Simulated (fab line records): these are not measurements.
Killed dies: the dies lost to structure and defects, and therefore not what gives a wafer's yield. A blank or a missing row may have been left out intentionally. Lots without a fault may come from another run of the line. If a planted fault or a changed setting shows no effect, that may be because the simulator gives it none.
The tool behind it: which one? | flow sky130 | Sampling: 6 lots, 18 wafers, 2 of 708 route steps

WHAT THE GAUGES READ, wafer by wafer
SKY_NWELL_RS_MEAS_29: measurement is done with a four-point probe.
lot  | measured     | on            | NWELL_RS (ohm/sq)
L997 | day 6 05:59  | film-metro-02 | 622.1 622.8 622.4
L101 | day 6 18:54  | film-metro-03 | 624.1 625.1 625.0
L104 | day 7 13:04  | film-metro-02 | 625.0 623.5 623.5
L111 | day 9 00:47  | film-metro-01 | 633.4 636.2 634.6
L114 | day 9 19:14  | film-metro-02 | 624.1 624.8 625.2
L119 | day 11 13:31 | film-metro-02 | 624.0 624.0 625.1

WHICH TOOL RAN EACH LOT (tool, then ch and the chambers of the sampled wafers, then the start)
lot  | SKY_NWELL_IMPLANT_13
L997 | implanter-02 ch 0, day 5 11:32
L101 | implanter-04 ch 0, day 5 23:19
L104 | implanter-02 ch 0, day 6 17:41
L111 | implanter-04 ch 0, day 8 03:41
L114 | implanter-01 ch 0, day 8 20:50
L119 | implanter-02 ch 0, day 10 13:37
- SKY_NWELL_IMPLANT_13

THE ANSWER, worked out from the rows above alone
Rule: the usual values come from the lots themselves. The widest of any qualifying gaps counts: lots, ordered by their means at a reading, are off when they make up no more than a third of the lots, leave a main group of 4 or more, and stand apart from it by 3 or more times the standard deviation of that group's means. The tables above print the reading to a certain number of digits; a main group whose means all agree to those digits is not used. Also off: a lot with no number at a reading for which 4 or more lots have one. All remaining lots with rows at the step are treated as sound.
Off: L111, seen at SKY_NWELL_RS_MEAS_29 (NWELL_RS). For the main group the mean is 624.0 ohm/sq and the standard deviation 0.85.
If a tool, at a process step before that reading, ran all the lots that are off and no sound lot after the first of them, it fits. Those tools and the gauges at SKY_NWELL_RS_MEAS_29 are tried in the same way. This does not decide it: 2 tools fit, namely implanter-04 at SKY_NWELL_IMPLANT_13 and film-metro-01 at SKY_NWELL_RS_MEAS_29.

WHAT THE SIMULATOR PUT IN
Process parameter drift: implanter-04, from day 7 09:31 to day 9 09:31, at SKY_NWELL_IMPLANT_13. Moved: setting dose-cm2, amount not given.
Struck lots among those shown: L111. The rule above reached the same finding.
